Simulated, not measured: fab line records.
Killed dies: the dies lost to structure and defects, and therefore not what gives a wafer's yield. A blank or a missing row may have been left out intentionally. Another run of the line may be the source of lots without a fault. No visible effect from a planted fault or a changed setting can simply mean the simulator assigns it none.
fab line records -- flow sky130
record lots=5, wafers=23
route steps=708 shown METAL1@444 VIA1@460 METAL2@487 VIA2@514
startH: hours from the record's first day to the start of the lot's first wafer shown -- waitH: how many hours have passed since the lot's step before this one -- " the same as in the row above -- L1.1+2: a row that stands for several wafers -- - no value, or no start was given -- * or withheld: withheld -- < > ~ a bound
route shown NAME@n: a module of which the file shows steps, and the number in the route of the first -- usual: mean and standard deviation over wafers with no fault -- same: alike in all rows -- chamber/n: place in a boat -- sites: the reading at each site -- _std_site: their standard deviation -- _edge_site: inner sites' mean taken away from outer sites' mean -- radiusMm: for every site, how far away it sits from the centre of the wafer -- mask NAME#n: copy n -- behind: tool/chamber where the wafer was last shaped -- hold: cause of the lot's hold/its duration in hours/its outcome -- device: which transistor (n, p or np) failed to switch -- end of line: the route-end tests of the same wafers -- a step given without rows: its recipe and nothing more -- killed: not the wafer's yield, but the dies lost to structure and defects at the first sort -- map: a wafer's dies, marking killed ones x, the rest . and places with no die _
set.NAME: the setting as run; set.NAME@STEP: as run at that earlier step -- model.NAME: the simulator's own value behind a step, which no gauge read
lots with deliberately changed settings; one table per step, one row per wafer
## steps
# step SKY_METAL1_COAT_10
# recipe resist=KrF-thick, spinRpm=3000, resistThkNm=450
lot.wafer,tool,chamber,startH,waitH,set.resistThkNm,model.KrF-thick_of_METAL1_COAT_10.thkNm
L074.1,lithoTrack-03,0,-,-,450,450
L074.2,lithoTrack-03,0,-,-,424.4,422.3
L074.3,lithoTrack-03,0,-,-,450,449.1
L074.4,lithoTrack-03,0,-,-,450,449
L074.6,lithoTrack-03,0,-,-,424.4,422.9
L075.1,lithoTrack-03,0,-,-,442.3,442.7
L075.3+4,lithoTrack-03,0,-,-,450,449.5
L075.5,lithoTrack-03,0,-,-,442.3,442.2
L075.6,lithoTrack-03,0,-,-,442.3,442.1
L076.1,lithoTrack-04,0,-,-,450,450.2
L076.2,lithoTrack-04,0,-,-,450,449.4
L076.3,lithoTrack-04,0,-,-,472.8,473.1
L076.5,lithoTrack-04,0,-,-,472.8,472.7
L076.6,lithoTrack-04,0,-,-,450,450.1
L077.1,lithoTrack-03,0,-,-,439.5,436.9
L077.2,lithoTrack-03,0,-,-,450,448.4
L077.3,lithoTrack-03,0,-,-,439.5,436.5
L077.4,lithoTrack-03,0,-,-,439.5,437.1
L077.6,lithoTrack-03,0,-,-,450,447.1
L081.1,lithoTrack-01,0,-,-,450,449.4
L081.2,lithoTrack-01,0,-,-,450,449.5
L081.3,lithoTrack-01,0,-,-,450,451.1
# step SKY_METAL1_SOFTBAKE_11
# recipe tempC=100, timeS=90, resist=KrF-thick
# step SKY_METAL1_EXPOSE_12
# recipe maskId=MM1, na=0.8, sourceShape=annular, sigmaInner=0.55, sigmaOuter=0.85, targetCdNm=140, doseMj=28
# step SKY_METAL1_DESCUM_17
# recipe chemistry=O2, sourcePowerW=150, biasPowerW=0, pressureMtorr=10, tempC=40, timeS=8
# step SKY_METAL1_ETCH_18
# recipe chemistry=N2/H2, target=BARC, ionEnergyEv=200, biasW=100, pressureMtorr=30, n2FlowSccm=100, h2FlowSccm=200, icpW=500, stopOn=SiO2, timeS=45.9, targetDepthA=600
# step SKY_METAL1_METAL_ETCH_19
# recipe targetDepthA=3600, stopOn=SiO2, overEtchFrac=0.3, timeS=78, chemistry=Cl2/BCl3, resistSidewallDeg=88, pressureMtorr=10, icpW=900, biasW=48.5, Cl2_flow_sccm=60, bcl3FlowSccm=30
lot.wafer,tool,chamber,startH,waitH,set.resistThkNm@METAL1_COAT_10,model.KrF-thick_of_METAL1_COAT_10.thkNm
L074.1,rieMetal-03,0,763.66,0.1,450,153.7
L074.2,rieMetal-03,0,763.66,0.1,424.4,127.7
L074.3,rieMetal-03,0,763.66,0.1,450,151.8
L074.4,rieMetal-03,0,763.66,0.1,450,152
L074.6,rieMetal-03,0,763.66,0.1,424.4,125.3
L075.1,rieMetal-04,0,781.62,0.0,442.3,151.8
L075.3,rieMetal-04,0,781.62,0.0,450,159.9
L075.4,rieMetal-04,1,781.62,0.0,450,164.4
L075.5,rieMetal-04,0,781.62,0.0,442.3,149.3
L075.6,rieMetal-04,1,781.62,0.0,442.3,155.9
L076.1,rieMetal-02,1,783.66,0.0,450,168.2
L076.2,rieMetal-02,0,783.66,0.0,450,146.5
L076.3,rieMetal-02,1,783.66,0.0,472.8,187.5
L076.5,rieMetal-02,0,783.66,0.0,472.8,169.7
L076.6,rieMetal-02,1,783.66,0.0,450,163.7
L077.1,rieMetal-02,1,790.37,0.1,439.5,148.9
L077.2,rieMetal-02,1,790.37,0.1,450,160.2
L077.3,rieMetal-02,1,790.37,0.1,439.5,147.4
L077.4,rieMetal-02,1,790.37,0.1,439.5,150.4
L077.6,rieMetal-02,1,790.37,0.1,450,158.7
L081.1,rieMetal-02,1,829.49,0.0,450,160.6
L081.2,rieMetal-02,0,829.49,0.0,450,156.6
L081.3,rieMetal-02,1,829.49,0.0,450,163.7
# step SKY_METAL1_STRIP_20
# recipe chemistry=O2/N2, powerW=1400, pressureMtorr=1500, platenTempC=withheld, o2FlowSccm=3000, n2FlowSccm=300, overashFraction=0.5
# usual stripTimeToEndpointS=2.69/0.057
lot.wafer,tool,chamber,startH,waitH,set.resistThkNm@METAL1_COAT_10,stripTimeToEndpointS
L074.1,plasmaAsher-03,0,763.84,0.1,450,2.66
L074.2,plasmaAsher-03,1,763.84,0.1,424.4,2.36
L074.3,plasmaAsher-03,1,763.84,0.1,450,2.60
L074.4,plasmaAsher-03,0,763.84,0.1,450,2.63
L074.6,plasmaAsher-03,0,763.84,0.1,424.4,2.33
L075.1,plasmaAsher-03,1,781.71,0.1,442.3,2.61
L075.3,plasmaAsher-03,0,781.71,0.1,450,2.71
L075.4,plasmaAsher-03,1,781.71,0.1,450,2.77
L075.5,plasmaAsher-03,0,781.71,0.1,442.3,2.61
L075.6,plasmaAsher-03,1,781.71,0.1,442.3,2.67
L076.1,plasmaAsher-04,0,783.75,0.1,450,2.79
L076.2,plasmaAsher-04,1,783.75,0.1,450,2.57
L076.3,plasmaAsher-04,0,783.75,0.1,472.8,3.01
L076.5,plasmaAsher-04,0,783.75,0.1,472.8,2.82
L076.6,plasmaAsher-04,1,783.75,0.1,450,2.76
L077.1,plasmaAsher-04,0,790.55,0.1,439.5,2.56
L077.2,plasmaAsher-04,1,790.55,0.1,450,2.72
L077.3,plasmaAsher-04,0,790.55,0.1,439.5,2.58
L077.4,plasmaAsher-04,1,790.55,0.1,439.5,2.60
L077.6,plasmaAsher-04,1,790.55,0.1,450,2.69
L081.1,plasmaAsher-02,1,829.58,0.1,450,2.71
L081.2,plasmaAsher-02,0,829.58,0.1,450,2.69
L081.3,plasmaAsher-02,0,829.58,0.1,450,2.74
# step SKY_VIA1_CMP_02
# recipe material=SiO2, downForcePsi=4, platenRpm=60, padVelocityMS=0.94248
lot.wafer,tool,chamber,startH,waitH,set.leaveAboveRefNm,model.SiO2_of_VIA1_HDPCVD_00.thkNm
L074.4,cmp-02,0,764.60,0.0,345,345.3
L074.2,cmp-02,1,764.60,0.0,321.5,320.1
L074.3,cmp-02,2,764.60,0.0,345,344.4
L074.1,cmp-02,3,764.60,0.0,321.5,323
L074.6,cmp-02,0,764.60,0.0,321.5,322.3
L075.3,cmp-01,0,782.49,0.0,345,-
L075.1,cmp-01,2,782.49,0.0,336.1,335.2
L075.4,cmp-01,3,782.49,0.0,336.1,338
L075.6,cmp-01,0,782.49,0.0,345,346
L075.5,cmp-01,1,782.49,0.0,336.1,-
L076.1,cmp-02,1,784.53,0.1,326.3,-
L076.2,cmp-02,3,784.53,0.1,326.3,327.2
L076.3,cmp-02,0,784.53,0.1,345,-
L076.6,cmp-02,1,784.53,0.1,345,343.7
L076.5,cmp-02,2,784.53,0.1,326.3,325.1
L077.4,cmp-02,2,791.88,0.2,345,345.5
L077.1,cmp-02,3,791.88,0.2,323.5,325.4
L077.2,cmp-02,0,791.88,0.2,345,346.1
L077.3,cmp-02,1,791.88,0.2,323.5,323.9
L077.6,cmp-02,3,791.88,0.2,345,347.4
L081.3,cmp-01,0,830.49,0.0,345,345.5
L081.2,cmp-01,1,830.49,0.0,345,347.7
L081.1,cmp-01,2,830.49,0.0,345,345.2
# step SKY_VIA1_DEVELOP_11
# recipe developTimeS=60, resist=KrF-thick, devTempC=21
lot.wafer,tool,chamber,startH,waitH,set.developTimeS
L074.1+3,lithoTrack-01,0,-,-,60
L074.2+4+6,lithoTrack-01,0,-,-,51.36
L075.1+3+5,lithoTrack-04,0,-,-,55.54
L075.4+6,lithoTrack-04,0,-,-,60
L076.1+5,lithoTrack-04,0,-,-,68.82
L076.2+3+6,lithoTrack-04,0,-,-,60
L077.1+2+3+4+6,lithoTrack-02,0,-,-,60
L081.1+2+3,lithoTrack-01,0,-,-,60
# step SKY_VIA1_ETCH_14
# recipe chemistry=N2/H2, target=BARC, ionEnergyEv=200, sourceW=500, biasW=100, pressureMtorr=30, n2FlowSccm=100, h2FlowSccm=200, stopOn=SiO2, timeS=45.9, targetDepthA=600
# step SKY_VIA1_ETCH_15
# recipe target=SiO2, chemistry=C4F8/O2/Ar, targetDepthNm=351, stopOn=TiN, maskMaterial=KrF-thick, sourceW=1500, biasW=1200, pressureMtorr=40, c4f8FlowSccm=withheld, O2_flow_sccm=6, Ar_flow_sccm=300, timeS=54
# usual oesProductAu=0.986/0.0052
lot.wafer,tool,chamber,startH,waitH,set.leaveAboveRefNm@VIA1_CMP_02,oesProductAu,model.VIA1.featureDepthNm,model.etch.depthNm
L074.1,rieDiel-02,0,792.06,0.0,321.5,0.953,323,-
L074.2,rieDiel-02,1,792.06,0.0,321.5,0.934,320.1,320.1
L074.3,rieDiel-02,3,792.06,0.0,345,0.992,344.4,-
L074.4,rieDiel-02,3,792.06,0.0,345,0.988,345.3,345.3
L074.6,rieDiel-02,0,792.06,0.0,321.5,0.959,322.3,-
L075.1,rieDiel-04,2,809.78,0.0,336.1,0.968,335.2,335.2
L075.3,rieDiel-04,1,809.78,0.0,345,0.994,346.5,-
L075.4,rieDiel-04,2,809.78,0.0,336.1,0.975,338,338
L075.5,rieDiel-04,3,809.78,0.0,336.1,0.972,338.2,-
L075.6,rieDiel-04,1,809.78,0.0,345,0.984,346,346
L076.1,rieDiel-02,3,811.52,0.0,326.3,0.959,324.9,-
L076.2,rieDiel-02,0,811.52,0.0,326.3,0.952,327.2,-
L076.3,rieDiel-02,1,811.52,0.0,345,0.984,345,-
L076.5,rieDiel-02,2,811.52,0.0,326.3,0.961,325.1,325.1
L076.6,rieDiel-02,3,811.52,0.0,345,0.985,343.7,-
L077.1,rieDiel-03,2,819.56,0.0,323.5,0.951,325.4,325.4
L077.2,rieDiel-03,0,819.56,0.0,345,0.980,346.1,346.1
L077.3,rieDiel-03,3,819.56,0.0,323.5,0.948,323.9,-
L077.4,rieDiel-03,0,819.56,0.0,345,0.986,345.5,-
L077.6,rieDiel-03,2,819.56,0.0,345,0.991,347.4,-
L081.1,rieDiel-04,1,856.36,0.0,345,0.985,345.2,345.2
L081.2,rieDiel-04,0,856.36,0.0,345,0.987,347.7,347.7
L081.3,rieDiel-04,3,856.36,0.0,345,0.995,345.5,345.5
# step SKY_METAL2_SPUTTER_04
# recipe material=TiN, targetThkNm=70, powerW=6500, timeS=58.3, chamberPressurePa=0.4
lot.wafer,tool,chamber,startH,waitH,set.powerW,model.TiN_of_METAL2_SPUTTER_04.thkNm
L074.1,pvdSputter-02,-,793.44,0.0,6500,71.89
L074.2,pvdSputter-02,-,793.44,0.0,6500,70.87
L074.3,pvdSputter-02,-,793.44,0.0,6500,70.9
L074.4,pvdSputter-02,-,793.44,0.0,6500,71.2
L074.6,pvdSputter-02,-,793.44,0.0,6500,70.72
L075.1,pvdSputter-01,-,811.23,0.0,6500,70.49
L075.3,pvdSputter-01,-,811.23,0.0,5838,62.23
L075.4,pvdSputter-01,-,811.23,0.0,6500,69.38
L075.5,pvdSputter-01,-,811.23,0.0,5838,63.19
L075.6,pvdSputter-01,-,811.23,0.0,6500,70.6
L076.1,pvdSputter-01,-,812.98,0.0,5913,62.75
L076.2,pvdSputter-01,-,812.98,0.0,6500,70.02
L076.3,pvdSputter-01,-,812.98,0.0,5913,63.04
L076.5,pvdSputter-01,-,812.98,0.0,6500,68.32
L076.6,pvdSputter-01,-,812.98,0.0,6500,68.65
L077.1,pvdSputter-01,-,820.92,0.0,6500,70.11
L077.2,pvdSputter-01,-,820.92,0.0,6500,70.75
L077.3,pvdSputter-01,-,820.92,0.0,6500,70.24
L077.4,pvdSputter-01,-,820.92,0.0,6500,68.9
L077.6,pvdSputter-01,-,820.92,0.0,6500,69.57
L081.1,pvdSputter-01,-,857.77,0.0,6500,69.22
L081.2,pvdSputter-01,-,857.77,0.0,6500,70.54
L081.3,pvdSputter-01,-,857.77,0.0,6500,69.97
# step SKY_METAL2_EXPOSE_12
# recipe maskId=MM2, na=0.8, sourceShape=annular, sigmaInner=0.55, sigmaOuter=0.85, targetCdNm=140, doseMj=28
lot.wafer,tool,chamber,startH,waitH,mask,set.doseMj
L074.1+2+3+4+6,krfScanner-01,0,-,-,MM2#0,28
L075.1+3+4+5+6,krfScanner-01,0,-,-,MM2#0,28
L076.1+5+6,krfScanner-02,0,-,-,MM2#0,28
L076.2+3,krfScanner-02,0,-,-,MM2#0,27.32
L077.1+4+6,krfScanner-01,0,-,-,MM2#0,28
L077.2+3,krfScanner-01,0,-,-,MM2#0,26.39
L081.1+2+3,krfScanner-02,0,-,-,MM2#0,28
# step SKY_METAL2_PEB_13
# recipe pebTempC=withheld, pebTimeS=withheld, resist=KrF-thick
# step SKY_METAL2_DEVELOP_14
# recipe developTimeS=60, resist=KrF-thick, devTempC=21
# step SKY_METAL2_CD_MEAS_15
# recipe targetCdNm=140
# usual cdNm=140.3/1.7
lot.wafer,tool,chamber,startH,waitH,set.doseMj@METAL2_EXPOSE_12,cdNm
L074.1,cdSem-02,-,819.71,-,28,139.8
L074.2,cdSem-02,-,819.71,-,28,139.6
L074.3,cdSem-02,-,819.71,-,28,138.2
L074.4,cdSem-02,-,819.71,-,28,139.7
L074.6,cdSem-02,-,819.71,-,28,139.0
L075.1,cdSem-01,-,837.29,-,28,140.4
L075.3,cdSem-01,-,837.29,-,28,140.2
L075.4,cdSem-01,-,837.29,-,28,140.8
L075.5,cdSem-01,-,837.29,-,28,140.0
L075.6,cdSem-01,-,837.29,-,28,140.0
L076.1,cdSem-02,-,841.61,-,28,143.1
L076.2,cdSem-02,-,841.61,-,27.32,147.0
L076.3,cdSem-02,-,841.61,-,27.32,146.3
L076.5,cdSem-02,-,841.61,-,28,142.1
L076.6,cdSem-02,-,841.61,-,28,142.4
L077.1,cdSem-02,-,847.04,-,28,140.7
L077.2,cdSem-02,-,847.04,-,26.39,154.3
L077.3,cdSem-02,-,847.04,-,26.39,152.7
L077.4,cdSem-02,-,847.04,-,28,141.5
L077.6,cdSem-02,-,847.04,-,28,140.9
L081.1,cdSem-02,-,883.61,-,28,138.5
L081.2,cdSem-02,-,883.61,-,28,139.8
L081.3,cdSem-02,-,883.61,-,28,139.1
# step SKY_METAL2_DESCUM_17
# recipe chemistry=O2, sourcePowerW=150, biasPowerW=0, pressureMtorr=10, tempC=40, timeS=8
lot.wafer,tool,chamber,startH,waitH,set.doseMj@METAL2_EXPOSE_12,model.METAL2.cdNm
L074.1,rieMetal-01,1,819.87,0.0,28,140.4
L074.2,rieMetal-01,0,819.87,0.0,28,139.3
L074.3,rieMetal-01,0,819.87,0.0,28,138.3
L074.4,rieMetal-01,1,819.87,0.0,28,140.5
L074.6,rieMetal-01,0,819.87,0.0,28,139.1
L075.1+6,rieMetal-04,1,837.44,0.0,28,139.5
L075.3+4,rieMetal-04,"0,1",837.44,0.0,28,140.7
L075.5,rieMetal-04,0,837.44,0.0,28,140.9
L076.1,rieMetal-04,0,841.77,0.0,28,143.7
L076.2,rieMetal-04,1,841.77,0.0,27.32,146.3
L076.3,rieMetal-04,1,841.77,0.0,27.32,146.4
L076.5,rieMetal-04,0,841.77,0.0,28,143.1
L076.6,rieMetal-04,1,841.77,0.0,28,142.7
L077.1,rieMetal-01,0,847.19,0.0,28,140.4
L077.2,rieMetal-01,0,847.19,0.0,26.39,154.1
L077.3,rieMetal-01,0,847.19,0.0,26.39,152.1
L077.4,rieMetal-01,0,847.19,0.0,28,141.3
L077.6,rieMetal-01,0,847.19,0.0,28,140.7
L081.1,rieMetal-04,1,883.77,0.0,28,137.7
L081.2,rieMetal-04,0,883.77,0.0,28,140.3
L081.3,rieMetal-04,1,883.77,0.0,28,138.6
# step SKY_METAL2_ETCH_18
# recipe chemistry=N2/H2, target=BARC, ionEnergyEv=200, biasW=100, pressureMtorr=30, n2FlowSccm=100, h2FlowSccm=200, icpW=500, stopOn=SiO2, timeS=47.96, targetDepthA=600
lot.wafer,tool,chamber,startH,waitH,set.doseMj@METAL2_EXPOSE_12,model.METAL2.cdNm
L074.1,rieMetal-01,1,819.90,0.0,28,140.1
L074.2+6,rieMetal-01,0,819.90,0.0,28,139.7
L074.3,rieMetal-01,0,819.90,0.0,28,138.8
L074.4,rieMetal-01,1,819.90,0.0,28,140.6
L075.1,rieMetal-04,1,837.47,0.0,28,137.3
L075.3,rieMetal-04,0,837.47,0.0,28,141.3
L075.4,rieMetal-04,1,837.47,0.0,28,138.3
L075.5,rieMetal-04,0,837.47,0.0,28,141.1
L075.6,rieMetal-04,1,837.47,0.0,28,136.9
L076.1,rieMetal-04,0,841.80,0.0,28,143.9
L076.2+3,rieMetal-04,1,841.80,0.0,27.32,143.8
L076.5,rieMetal-04,0,841.80,0.0,28,143.4
L076.6,rieMetal-04,1,841.80,0.0,28,140
L077.1,rieMetal-01,0,847.26,0.1,28,141
L077.2,rieMetal-01,0,847.26,0.1,26.39,154.9
L077.3,rieMetal-01,0,847.26,0.1,26.39,153.1
L077.4,rieMetal-01,0,847.26,0.1,28,142
L077.6,rieMetal-01,0,847.26,0.1,28,141.1
L081.1,rieMetal-04,1,883.80,0.0,28,135.7
L081.2,rieMetal-04,0,883.80,0.0,28,140.7
L081.3,rieMetal-04,1,883.80,0.0,28,137.1
# step SKY_METAL2_METAL_ETCH_19
# recipe targetDepthA=3600, stopOn=SiO2, overEtchFrac=0.3, timeS=78, chemistry=Cl2/BCl3, resistSidewallDeg=88, pressureMtorr=10, icpW=900, biasW=48.5, Cl2_flow_sccm=60, bcl3FlowSccm=30
lot.wafer,tool,chamber,startH,waitH,set.icpW,set.doseMj@METAL2_EXPOSE_12,model.METAL2.cdNm
L074.1,rieMetal-01,1,819.96,0.0,900,28,141.6
L074.2,rieMetal-01,0,819.96,0.0,900,28,141.4
L074.3,rieMetal-01,0,819.96,0.0,900,28,141
L074.4,rieMetal-01,1,819.96,0.0,900,28,141.8
L074.6,rieMetal-01,0,819.96,0.0,900,28,142.1
L075.1,rieMetal-04,1,837.54,0.0,872.6,28,140.2
L075.3,rieMetal-04,0,837.54,0.0,900,28,140.5
L075.4,rieMetal-04,1,837.54,0.0,900,28,142.3
L075.5,rieMetal-04,0,837.54,0.0,872.6,28,141.1
L075.6,rieMetal-04,1,837.54,0.0,872.6,28,139.7
L076.1,rieMetal-04,0,841.86,0.0,900,28,143.9
L076.2,rieMetal-04,1,841.86,0.0,900,27.32,146.4
L076.3,rieMetal-04,1,841.86,0.0,900,27.32,146
L076.5,rieMetal-04,0,841.86,0.0,929,28,142.1
L076.6,rieMetal-04,1,841.86,0.0,929,28,142
L077.1,rieMetal-01,0,847.38,0.1,949.5,28,139
L077.2,rieMetal-01,0,847.38,0.1,900,26.39,154.2
L077.3,rieMetal-01,0,847.38,0.1,900,26.39,153.8
L077.4,rieMetal-01,0,847.38,0.1,949.5,28,140.7
L077.6,rieMetal-01,0,847.38,0.1,900,28,140.5
L081.1,rieMetal-04,1,883.86,0.0,900,28,137.8
L081.2,rieMetal-04,0,883.86,0.0,900,28,138.6
L081.3,rieMetal-04,1,883.86,0.0,900,28,140.3
# step SKY_VIA2_COAT_07
# recipe resist=KrF-thick, spinRpm=3000, resistThkNm=450
lot.wafer,tool,chamber,startH,waitH,set.resistThkNm,model.KrF-thick_of_VIA2_COAT_07.thkNm
L074.1,lithoTrack-03,0,-,-,424.8,421.3
L074.2,lithoTrack-03,0,-,-,424.8,422.6
L074.3,lithoTrack-03,0,-,-,450,448.1
L074.4,lithoTrack-03,0,-,-,450,445.3
L074.6,lithoTrack-03,0,-,-,450,448.3
L075.1,lithoTrack-02,0,-,-,443.1,442.7
L075.3,lithoTrack-02,0,-,-,450,448.9
L075.4,lithoTrack-02,0,-,-,450,446.8
L075.5,lithoTrack-02,0,-,-,450,448.7
L075.6,lithoTrack-02,0,-,-,443.1,441.6
L076.1,lithoTrack-03,0,-,-,464.1,460.2
L076.2,lithoTrack-03,0,-,-,464.1,462.9
L076.3,lithoTrack-03,0,-,-,450,446.8
L076.5,lithoTrack-03,0,-,-,464.1,462.1
L076.6,lithoTrack-03,0,-,-,450,448.7
L077.1,lithoTrack-04,0,-,-,450,448.8
L077.2+6,lithoTrack-04,0,-,-,450,448.7
L077.3,lithoTrack-04,0,-,-,450,449.7
L077.4,lithoTrack-04,0,-,-,450,448
L081.1,lithoTrack-02,0,-,-,450,449.1
L081.2,lithoTrack-02,0,-,-,450,448.8
L081.3,lithoTrack-02,0,-,-,450,449.6
# step SKY_VIA2_SOFTBAKE_08
# recipe tempC=100, timeS=90, resist=KrF-thick
# step SKY_VIA2_EXPOSE_09
# recipe maskId=VIM2, na=0.8, sourceShape=annular, sigmaInner=0.55, sigmaOuter=0.85, targetCdNm=200, doseMj=38
# step SKY_VIA2_ETCH_14
# recipe chemistry=N2/H2, target=BARC, ionEnergyEv=200, sourceW=500, biasW=100, pressureMtorr=30, n2FlowSccm=100, h2FlowSccm=200, stopOn=SiO2, timeS=45.9, targetDepthA=600
lot.wafer,tool,chamber,startH,waitH,set.resistThkNm@VIA2_COAT_07,model.KrF-thick_of_VIA2_COAT_07.thkNm
L074.1,rieDiel-01,2,847.28,0.0,424.8,362.8
L074.2,rieDiel-01,3,847.28,0.0,424.8,364
L074.3,rieDiel-01,0,847.28,0.0,450,390.1
L074.4,rieDiel-01,1,847.28,0.0,450,388
L074.6,rieDiel-01,0,847.28,0.0,450,390.3
L075.1,rieDiel-03,2,865.38,0.0,443.1,385.2
L075.3,rieDiel-03,3,865.38,0.0,450,390.8
L075.4,rieDiel-03,0,865.38,0.0,450,389.4
L075.5,rieDiel-03,0,865.38,0.0,450,391.2
L075.6,rieDiel-03,1,865.38,0.0,443.1,383.8
L076.1,rieDiel-03,1,869.39,0.0,464.1,402.2
L076.2,rieDiel-03,0,869.39,0.0,464.1,405.3
L076.3,rieDiel-03,3,869.39,0.0,450,388.7
L076.5,rieDiel-03,2,869.39,0.0,464.1,404.5
L076.6,rieDiel-03,1,869.39,0.0,450,390.5
L077.1,rieDiel-01,0,875.02,0.0,450,391.1
L077.2,rieDiel-01,2,875.02,0.0,450,390.7
L077.3,rieDiel-01,3,875.02,0.0,450,391
L077.4,rieDiel-01,1,875.02,0.0,450,390.6
L077.6,rieDiel-01,3,875.02,0.0,450,390.1
L081.1,rieDiel-04,0,910.22,0.0,450,390.8
L081.2,rieDiel-04,3,910.22,0.0,450,391.2
L081.3,rieDiel-04,1,910.22,0.0,450,391.5
# step SKY_VIA2_ETCH_15
# recipe target=SiO2, chemistry=C4F8/O2/Ar, targetDepthNm=546, stopOn=TiN, maskMaterial=KrF-thick, sourceW=1500, biasW=1200, pressureMtorr=40, c4f8FlowSccm=withheld, O2_flow_sccm=6, Ar_flow_sccm=300, timeS=84
lot.wafer,tool,chamber,startH,waitH,set.sourceW,set.powerW@METAL2_SPUTTER_04,set.resistThkNm@VIA2_COAT_07,model.TiN_of_METAL2_SPUTTER_04.thkNm,model.KrF-thick_of_VIA2_COAT_07.thkNm
L074.1,rieDiel-01,2,847.32,0.0,1401,6500,424.8,71.47,253.9
L074.2,rieDiel-01,3,847.32,0.0,1500,6500,424.8,70.44,251.9
L074.3,rieDiel-01,0,847.32,0.0,1500,6500,450,70.48,280.3
L074.4,rieDiel-01,1,847.32,0.0,1500,6500,450,70.78,278.4
L074.6,rieDiel-01,0,847.32,0.0,1401,6500,450,70.3,282.8
L075.1,rieDiel-03,2,865.42,0.0,1500,6500,443.1,70.07,276
L075.3,rieDiel-03,3,865.42,0.0,1500,5838,450,61.81,279.2
L075.4,rieDiel-03,0,865.42,0.0,1633,6500,450,68.34,275.4
L075.5,rieDiel-03,0,865.42,0.0,1633,5838,450,62.15,277.5
L075.6,rieDiel-03,1,865.42,0.0,1633,6500,443.1,69.56,269.3
L076.1,rieDiel-03,1,869.43,0.0,1500,5913,464.1,62.32,291.5
L076.2,rieDiel-03,0,869.43,0.0,1500,6500,464.1,69.6,296
L076.3,rieDiel-03,3,869.43,0.0,1500,5913,450,62.62,277.5
L076.5,rieDiel-03,2,869.43,0.0,1500,6500,464.1,67.89,296.1
L076.6,rieDiel-03,1,869.43,0.0,1500,6500,450,68.22,279.5
L077.1,rieDiel-01,0,875.06,0.0,1500,6500,450,69.69,280.3
L077.2,rieDiel-01,2,875.06,0.0,1397,6500,450,70.33,282.3
L077.3,rieDiel-01,3,875.06,0.0,1500,6500,450,69.82,278.1
L077.4,rieDiel-01,1,875.06,0.0,1397,6500,450,68.48,283.9
L077.6,rieDiel-01,3,875.06,0.0,1500,6500,450,69.14,277.6
L081.1,rieDiel-04,0,910.26,0.0,1500,6500,450,68.81,279.6
L081.2,rieDiel-04,3,910.26,0.0,1500,6500,450,70.13,281.5
L081.3,rieDiel-04,1,910.26,0.0,1500,6500,450,69.56,282
# step SKY_VIA2_STRIP_16
# recipe chemistry=O2/N2, powerW=1400, pressureMtorr=1500, platenTempC=withheld, o2FlowSccm=3000, n2FlowSccm=300, overashFraction=0.5
# usual stripTimeToEndpointS=4.013/0.028
lot.wafer,tool,chamber,startH,waitH,set.resistThkNm@VIA2_COAT_07,stripTimeToEndpointS
L074.1,plasmaAsher-03,0,847.38,0.0,424.8,3.737
L074.2,plasmaAsher-03,1,847.38,0.0,424.8,3.712
L074.3,plasmaAsher-03,0,847.38,0.0,450,4.027
L074.4,plasmaAsher-03,1,847.38,0.0,450,3.975
L074.6,plasmaAsher-03,1,847.38,0.0,450,4.033
L075.1,plasmaAsher-01,1,865.48,0.0,443.1,3.989
L075.3,plasmaAsher-01,0,865.48,0.0,450,4.003
L075.4,plasmaAsher-01,1,865.48,0.0,450,3.950
L075.5,plasmaAsher-01,0,865.48,0.0,450,3.987
L075.6,plasmaAsher-01,1,865.48,0.0,443.1,3.901
L076.1,plasmaAsher-01,1,869.50,0.0,464.1,4.115
L076.2,plasmaAsher-01,0,869.50,0.0,464.1,4.168
L076.3,plasmaAsher-01,1,869.50,0.0,450,3.976
L076.5,plasmaAsher-01,0,869.50,0.0,464.1,4.174
L076.6,plasmaAsher-01,1,869.50,0.0,450,4.011
L077.1,plasmaAsher-04,0,875.12,0.0,450,3.997
L077.2,plasmaAsher-04,1,875.12,0.0,450,4.037
L077.3,plasmaAsher-04,1,875.12,0.0,450,3.989
L077.4,plasmaAsher-04,0,875.12,0.0,450,4.047
L077.6,plasmaAsher-04,0,875.12,0.0,450,3.998
L081.1,plasmaAsher-01,1,910.32,0.0,450,4.002
L081.2,plasmaAsher-01,0,910.32,0.0,450,4.014
L081.3,plasmaAsher-01,1,910.32,0.0,450,4.023
## key
split step=SKY_METAL1_COAT_10, setting=resistThkNm, stated=450, by=wafer
response step=SKY_METAL1_COAT_10, reading=model.KrF-thick_of_METAL1_COAT_10.thkNm, change=+4.62, per=1%, r=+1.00
response step=SKY_METAL1_METAL_ETCH_19, reading=model.KrF-thick_of_METAL1_COAT_10.thkNm, change=+4.31, per=1%, r=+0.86
response step=SKY_METAL1_STRIP_20, reading=stripTimeToEndpointS, change=*, per=1%, r=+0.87
split step=SKY_VIA1_CMP_02, setting=leaveAboveRefNm, stated=345, by=wafer
response step=SKY_VIA1_CMP_02, reading=model.SiO2_of_VIA1_HDPCVD_00.thkNm, change=+3.4, per=1%, r=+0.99
response step=SKY_VIA1_ETCH_15, reading=oesProductAu, change=+0.00572, per=1%, r=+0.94
response step=SKY_VIA1_ETCH_15, reading=model.VIA1.featureDepthNm, change=+3.43, per=1%, r=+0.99
response step=SKY_VIA1_ETCH_15, reading=model.etch.depthNm, change=+3.53, per=1%, r=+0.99
split step=SKY_VIA1_DEVELOP_11, setting=developTimeS, stated=60, by=wafer
response none clear
split step=SKY_METAL2_SPUTTER_04, setting=powerW, stated=6500, by=wafer
response step=SKY_METAL2_SPUTTER_04, reading=model.TiN_of_METAL2_SPUTTER_04.thkNm, change=+0.707, per=1%, r=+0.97
response step=SKY_VIA2_ETCH_15, reading=model.TiN_of_METAL2_SPUTTER_04.thkNm, change=+0.701, per=1%, r=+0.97
split step=SKY_METAL2_EXPOSE_12, setting=doseMj, stated=28, by=wafer
response step=SKY_METAL2_CD_MEAS_15, reading=cdNm, change=-2.1, per=1%, r=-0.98
response step=SKY_METAL2_DESCUM_17, reading=model.METAL2.cdNm, change=-2.02, per=1%, r=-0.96
response step=SKY_METAL2_ETCH_18, reading=model.METAL2.cdNm, change=-1.95, per=1%, r=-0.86
response step=SKY_METAL2_METAL_ETCH_19, reading=model.METAL2.cdNm, change=-2.28, per=1%, r=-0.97
split step=SKY_METAL2_METAL_ETCH_19, setting=icpW, stated=900, by=wafer
response none clear
split step=SKY_VIA2_COAT_07, setting=resistThkNm, stated=450, by=wafer
response step=SKY_VIA2_COAT_07, reading=model.KrF-thick_of_VIA2_COAT_07.thkNm, change=+4.47, per=1%, r=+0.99
response step=SKY_VIA2_ETCH_14, reading=model.KrF-thick_of_VIA2_COAT_07.thkNm, change=+4.6, per=1%, r=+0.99
response step=SKY_VIA2_ETCH_15, reading=model.KrF-thick_of_VIA2_COAT_07.thkNm, change=+4.86, per=1%, r=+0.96
response step=SKY_VIA2_STRIP_16, reading=stripTimeToEndpointS, change=*, per=1%, r=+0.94
split step=SKY_VIA2_ETCH_15, setting=sourceW, stated=1500, by=wafer
response none clear
